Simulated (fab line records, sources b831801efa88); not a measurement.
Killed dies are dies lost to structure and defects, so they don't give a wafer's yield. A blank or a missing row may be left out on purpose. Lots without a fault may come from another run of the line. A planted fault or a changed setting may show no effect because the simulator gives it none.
A struck lot beside a sound one | flow sky130 | 16 steps out of a route of 708
Sound: wafers L930.4, L930.5, L930.6. Struck: wafers L946.2, L946.3, L946.5. The cause comes at the end.
At each step with rows: each side's tool, then ch and its chambers, then its first start. Under that, the readings that differ: sound wafers | struck wafers | difference of the means | sigmas: that difference in standard deviations of wafers without a fault.
alike: readings whose means differ by less than 2 such deviations, and words and numbers that are the same on both sides. not compared: withheld readings, readings that some wafer has no value for, bounds like >300 that may hide the same value, and numbers for which the record gives no deviation and whose values overlap.
The two part at a step that has a row with sigmas, a row that says differs or no value, or rows on one side only. Numbers that don't overlap but have no deviation are shown without sigmas and don't part them. A reading that every wafer of one side lacks parts them only if that side has two wafers or more.

SKY_NWELL_RS_MEAS_29: measures by four-point-probe.
  sound on film_metro-04, day 6 01:01; struck on film_metro-04, day 9 20:46
  alike: NWELL_RS
SKY_NWELL_RS_MEAS_31: measures by four-point-probe.
  sound on film_metro-04, day 6 01:16; struck on film_metro-04, day 9 21:01
  alike: PWDE_RS
then, 7 steps without rows for these wafers: SKY_VT_ADJUST_HVTP_DEHYDRATE_00 (time 60 s); SKY_VT_ADJUST_HVTP_HMDS_01 (prime time 60 s); SKY_VT_ADJUST_HVTP_COAT_02 (resist thk 1140 nm); SKY_VT_ADJUST_HVTP_SOFTBAKE_03 (time 60 s); SKY_VT_ADJUST_HVTP_EXPOSE_04 (exposes mask HVTPM, target cd 380 nm); SKY_VT_ADJUST_HVTP_PEB_05; SKY_VT_ADJUST_HVTP_DEVELOP_06 (develop time 60 s).
SKY_VT_ADJUST_HVTP_CD_MEAS_07: target cd 380 nm.
  sound on cd_sem-02, day 6 20:10; struck on cd_sem-01, day 10 19:01
  reading    | sound             | struck            | difference | sigmas
  cd_nm (nm) | 376.0 376.8 376.3 | 383.7 383.3 381.2 | +6.4       | +3
SKY_VT_ADJUST_HVTP_OVL_MEAS_08:
  sound on overlay-02, day 6 20:15; struck on overlay-01, day 10 19:08
  alike: VT_ADJUST_HVTP_OVL
SKY_VT_ADJUST_HVTP_IMPLANT_09:
  sound on implanter-02 ch 0, day 6 20:21; struck on implanter-02 ch 0, day 10 19:11
  reading                   | sound                | struck               | difference | sigmas
  beam_energy_keV           | 150.01 150.02 150.07 | 137.04 137.08 137.13 | -12.95     | -99 or more
  model.implant.rp_nm (nm)  | 83.53 83.53 83.53    | 76.45 76.45 76.45    | -7.08      |
  model.implant.drp_nm (nm) | 33.4 33.4 33.4       | 31.09 31.09 31.09    | -2.31      |
SKY_VT_ADJUST_HVTP_STRIP_10: strips in O2/N2.
  sound on plasma_asher-04 ch 0,1, day 6 20:27; struck on plasma_asher-02 ch 0, day 10 19:19
  reading                     | sound       | struck      | difference | sigmas
  drypump_motor_current_A (A) | 5.4 5.4 5.1 | 6.0 6.0 6.0 | +0.7       | +2
  alike: o2_flow_sccm, oes_product_au, strip_time_to_endpoint_s
  not compared: rf_hours_counter_h
SKY_VT_ADJUST_HVTP_TW_MEAS_11:
  sound on film_metro-04, day 6 20:33; struck on film_metro-01, day 10 19:25
  reading           | sound          | struck         | difference | sigmas
  VT_ADJUST_HVTP_TW | 1351 1361 1362 | 1338 1329 1332 | -25        | -4
then, 1 step without rows for these wafers: SKY_VT_ADJUST_LVTN_DEHYDRATE_00 (time 60 s).
-- the record jumps here: 39 days lie between the struck wafers' starts before and after (it left off in module VT_ADJUST_LVTN and takes up again in module PAD_OPEN, whose first step shown is number 708 of the route) --
SKY_PAD_OPEN_PROBE_99:
  sound on prober-02, day 46 17:10; struck on prober-02, day 50 00:19
  reading                                  | sound               | struck               | difference | sigmas
  model.etest.tip_p.rs_ohm_sq              | 6888 6856 6865      | 7133 7173 7155       | +284       |
  model.etest.pfet_01v8.r_on_ohm_um        | 2866 2923 2859      | 3053 3025 3118       | +183       |
  model.etest.pfet_01v8.drive_ua_um        | 194.2 190.6 193.8   | 179.1 180.6 174.1    | -14.9      |
  model.etest.pfet_01v8_mvt.drive_ua_um    | 153.2 150.9 153.2   | 140.8 143.3 137      | -12.1      |
  model.etest.pfet_01v8_hvt.drive_ua_um    | 144 142.2 144.4     | 133.3 134.1 128.6    | -11.5      |
  model.etest.sram_pfet_latch.drive_ua_um  | 143.8 135.9 147.4   | 131.1 133.7 126.8    | -11.8      |
  model.etest.pfet_01v8_mvt.off_log10_a_um | -10.83 -10.73 -10.7 | -12.18 -11.98 -12.23 | -1.38      |
  model.etest.pfet_01v8.off_log10_a_um     | -9.757 -9.86 -9.74  | -11.42 -10.97 -11.56 | -1.53      |
  alike: killed_at_M0_to_M3, killed_at_M4_up, killed_at_contacts, killed_at_front_end, killed_at_other, killed_dies, killed_open, killed_short

WHERE THEY PART
First at SKY_VT_ADJUST_HVTP_CD_MEAS_07; last, within this record, at SKY_VT_ADJUST_HVTP_TW_MEAS_11. Later steps at which nothing parts them and some readings are alike: SKY_PAD_OPEN_PROBE_99.

WHY: what the simulator had put in
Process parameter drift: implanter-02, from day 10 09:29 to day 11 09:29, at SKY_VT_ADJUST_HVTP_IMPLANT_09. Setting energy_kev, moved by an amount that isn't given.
